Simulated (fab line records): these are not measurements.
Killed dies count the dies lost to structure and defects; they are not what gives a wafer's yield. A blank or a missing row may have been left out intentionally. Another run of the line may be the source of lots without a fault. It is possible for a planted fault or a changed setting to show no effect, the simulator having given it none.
Which of the tools did it? | flow sfqLine | 14 lots, 42 wafers sampled, at 3 steps of a route of 325

WHAT THE GAUGES SHOWED, per wafer
SFQ_M2_RS_MEAS_914: the measuring method here is four-point-probe.
lot  | measured     | on           | M2_NB_RS (ohm/sq)
L348 | day 24 05:02 | filmMetro-04 | 0.902 0.907 0.901
L350 | day 25 11:16 | filmMetro-01 | 0.909 0.885 0.897
L352 | day 25 17:52 | filmMetro-04 | 0.901 0.901 0.888
L353 | day 26 03:28 | filmMetro-01 | 0.889 0.880 0.888
L355 | day 27 12:52 | filmMetro-01 | 0.895 0.885 0.882
L359 | day 28 20:00 | filmMetro-02 | 0.899 0.906 0.891
L360 | day 28 23:49 | filmMetro-02 | 0.896 0.913 0.898
L362 | day 29 12:51 | filmMetro-02 | 0.883 0.888 0.873
L364 | day 29 22:31 | filmMetro-01 | - - -
L365 | day 30 08:05 | filmMetro-04 | - - -
L366 | day 36 21:05 | filmMetro-04 | 0.890 0.894 0.881
L367 | day 36 23:29 | filmMetro-01 | 0.884 0.876 0.876
L370 | day 38 00:59 | filmMetro-01 | 0.878 0.880 0.885
L371 | day 38 20:59 | filmMetro-02 | 0.883 0.889 0.895

WHAT TOOL EACH LOT RAN ON (gives the tool, then ch and the chambers of the sampled wafers, and finally the start)
lot  | SFQ_TRILAYER_I0_VIA_BARC_OPEN_VIA_ETCH_046 | SFQ_TRILAYER_M2_DEP_SPUTTER_055
L348 | rieDiel-01 ch 0,1,3, day 17 09:15          | pvdSputter-03, day 24 04:53
L350 | rieDiel-01 ch 1,2, day 18 21:17            | pvdSputter-04, day 25 11:08
L352 | rieDiel-01 ch 1,2, day 19 09:17            | pvdSputter-04, day 25 17:44
L353 | rieDiel-03 ch 1,2, day 19 17:41            | pvdSputter-06, day 26 03:20
L355 | rieDiel-03 ch 0,2,3, day 20 13:50          | pvdSputter-03, day 27 12:46
L359 | rieDiel-01 ch 0,1,2, day 22 01:23          | pvdSputter-04, day 28 19:53
L360 | rieDiel-03 ch 0,2,3, day 22 04:59          | pvdSputter-04, day 28 23:41
L362 | rieDiel-03 ch 0,3, day 23 04:59            | pvdSputter-06, day 29 12:46
L364 | rieDiel-01 ch 0,1,3, day 23 14:35          | pvdSputter-06, day 29 22:22
L365 | rieDiel-03 ch 1,3, day 24 03:47            | pvdSputter-04, day 30 08:00
L366 | rieDiel-01 ch 0,1,2, day 24 12:11          | pvdSputter-03, day 36 20:59
L367 | rieDiel-01 ch 1,3, day 24 19:23            | pvdSputter-04, day 36 23:22
L370 | rieDiel-04 ch 0,1,3, day 26 03:29          | pvdSputter-06, day 38 00:52
L371 | rieDiel-04 ch 0,1,3, day 26 21:29          | pvdSputter-03, day 38 20:52
- SFQ_TRILAYER_I0_VIA_BARC_OPEN_VIA_ETCH_046: etches BARC in O2, target depth 125 nm, time 41.7 s.
- SFQ_TRILAYER_M2_DEP_SPUTTER_055: material Nb, target thk 200 nm, time 133.3 s.

WHAT THE TOOLS THEMSELVES READ (means of the sampled wafers that have a number; where no wafer has one, the mark that the record gives instead)
SFQ_TRILAYER_I0_VIA_BARC_OPEN_VIA_ETCH_046.
lot  | tool       | drypumpMotorCurrentA (A) | oesProductAu (a.u.) | rfFwdPowerW (W)
L348 | rieDiel-01 | 5.2                      | 0.681               | 494.3
L350 | rieDiel-01 | 5.8                      | 0.685               | 494.5
L352 | rieDiel-01 | 5.8                      | 0.686               | 494.2
L353 | rieDiel-03 | 5.9                      | 0.680               | 495.8
L355 | rieDiel-03 | 5.7                      | 0.687               | 495.5
L359 | rieDiel-01 | 5.4                      | 0.683               | 494.1
L360 | rieDiel-03 | 5.7                      | 0.688               | 494.7
L362 | rieDiel-03 | 5.9                      | 0.682               | 494.0
L364 | rieDiel-01 | 5.2                      | 0.682               | 494.9
L365 | rieDiel-03 | 6.3                      | 0.690               | 493.9
L366 | rieDiel-01 | 5.4                      | 0.691               | 495.2
L367 | rieDiel-01 | 5.5                      | 0.688               | 496.2
L370 | rieDiel-04 | 6.0                      | 0.684               | 492.8
L371 | rieDiel-04 | 6.0                      | 0.685               | 493.0

SFQ_TRILAYER_M2_DEP_SPUTTER_055.
lot  | tool          | basePressurePa (Pa) | cathodeDcPowerW (W) | throttleValvePct (%)
L348 | pvdSputter-03 | 1.36e-06            | 2000.0              | 30.1
L350 | pvdSputter-04 | 1.35e-06            | 2000.0              | 29.5
L352 | pvdSputter-04 | 1.36e-06            | 2000.5              | 30.4
L353 | pvdSputter-06 | 1.34e-06            | 1999.8              | 29.8
L355 | pvdSputter-03 | 1.25e-06            | 2000.0              | 30.3
L359 | pvdSputter-04 | 1.37e-06            | 2000.1              | 29.6
L360 | pvdSputter-04 | 1.36e-06            | 2000.3              | 30.2
L362 | pvdSputter-06 | 1.31e-06            | 1999.8              | 29.9
L364 | pvdSputter-06 | -                   | -                   | -
L365 | pvdSputter-04 | -                   | -                   | -
L366 | pvdSputter-03 | 1.31e-06            | 2000.0              | 30.3
L367 | pvdSputter-04 | 1.40e-06            | 2000.1              | 29.2
L370 | pvdSputter-06 | 1.37e-06            | 1999.8              | 29.8
L371 | pvdSputter-03 | 1.35e-06            | 2000.3              | 30.1

THE ANSWER, worked out from the rows above alone
Rule: what is usual is taken from the lots themselves. Put in order of their means at a reading, lots are off if they are a third of the lots or fewer, leave a main group of 4 or more, and stand apart from it by a gap of 3 or more times the standard deviation of the main group's means; of several such gaps the widest counts. A main group whose means are all the same, to the digits that the tables above print for the reading, isn't used. A lot without any number at a reading at which 4 lots or more have one is off too. The other lots that the step has rows for count as sound. Order of review: gauges by route order, followed by the tools' own readings, for which a lot's mean as printed above is used. The first step at which some lot is off is used, and at that step the reading that is off furthest; a lot without a number counts as furthest.
Off: at SFQ_M2_RS_MEAS_914 (M2_NB_RS), L364, L365. Without a number there: L364, L365. Main group: mean 0.891 ohm/sq, sd 0.0082.
If a tool, at a process step before that reading, ran all the lots that are off and no sound lot after the first of them, it fits. Not tried: the gauges at SFQ_M2_RS_MEAS_914; whatever is off there is also off at SFQ_TRILAYER_M2_DEP_SPUTTER_055, on other tools, and gauge error can't account for it. Not one of the candidates tried fits.

WHAT HAD BEEN PUT IN BY THE SIMULATOR
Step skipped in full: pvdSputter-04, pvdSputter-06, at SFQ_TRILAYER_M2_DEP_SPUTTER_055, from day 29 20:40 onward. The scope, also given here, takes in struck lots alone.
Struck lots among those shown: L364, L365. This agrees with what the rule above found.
